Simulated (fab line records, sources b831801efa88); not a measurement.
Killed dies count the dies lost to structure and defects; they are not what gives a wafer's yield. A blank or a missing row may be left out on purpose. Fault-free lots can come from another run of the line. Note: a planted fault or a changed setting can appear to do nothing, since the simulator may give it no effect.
The same fault as seen by 2 desks / flow gf180mcu / only its own numbers are on each desk; what lay behind them is given at the end

METROLOGY DESK
What the gauges read, lot by lot, whatever tool the lot ran on: means of the sampled wafers that have a number. If a lot's mean is further than 4 standard deviations from the usual mean, the lot is out of limits and carries the mark OUT (the distance appears in the brackets).
Columns: A = VT_IMPLANT_01_OVL at GF_VT_IMPLANT_OVL_MEAS_18, usual -0.3 nm; B = VT_IMPLANT_2_TW at GF_VT_IMPLANT_TW_MEAS_21, usual 1217; C = VT_IMPLANT_02_OVL at GF_VT_IMPLANT_OVL_MEAS_29, usual 0.6 nm
lot=L265; first seen here=day 6 02:10; A=-0.3; B=1214; C=1.3
lot=L275; first seen here=day 9 00:46; A=1.6; B=1221; C=-0.8
lot=L276; first seen here=day 9 13:43; A=1.1; B=1217; C=1.0
lot=L284; first seen here=day 11 14:40; A=-1.9; B=1229; C=-0.1
lot=L285; first seen here=day 11 16:13; A=0.8; B=1225; C=0.3
lot=L287; first seen here=day 11 23:58; A=-3.0; B=1219; C=2.0
lot=L286; first seen here=day 12 00:40; A=-0.2; B=1221; C=-1.2
This desk's finding: nothing out of limits on any of the 7 lots.

AT THE TOOL OWNER'S DESK: implanter-02
For each lot that ran on this tool, the mean over its sampled wafers that have a number, from the tool's own readings at GF_VT_IMPLANT_IMPLANT_30. If a lot's mean is further than 4 standard deviations from the usual mean, the lot is out of limits and carries the mark OUT (the distance appears in the brackets).
Columns: A = beam_energy_keV at GF_VT_IMPLANT_IMPLANT_30, usual 25.000
lot=L265; first seen here=day 6 16:02; A=24.998
lot=L275; first seen here=day 9 16:54; A=25.003
lot=L276; first seen here=day 10 07:12; A=25.003
lot=L284; first seen here=day 12 10:09; A=26.141 (+99 or more) OUT
lot=L285; first seen here=day 12 11:28; A=26.143 (+99 or more) OUT
lot=L286; first seen here=day 12 21:06; A=26.142 (+99 or more) OUT
This desk's finding: out of limits on L284, L285, L286; first on L284, day 12 10:09 (beam_energy_keV at GF_VT_IMPLANT_IMPLANT_30). Within limits: L265, L275, L276.

PUT TOGETHER
On L284, L285, L286, at day 12 10:09, an alarm was possible from the tool owner's desk.
Metrology desk: nothing out of limits seen.
The metrology desk has L284, L285, L286 on record, within its limits.
On implanter-02, each named lot ran GF_VT_IMPLANT_IMPLANT_30.

WHAT THE SIMULATOR HAD INSERTED
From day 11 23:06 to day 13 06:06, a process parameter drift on implanter-02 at GF_VT_IMPLANT_IMPLANT_30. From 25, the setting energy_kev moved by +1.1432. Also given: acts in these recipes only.
Struck lots among those shown: L284, L285, L286.
How many hours passed from the start of the fault until each desk's first out-of-limits reading: the tool owner's desk, 11.
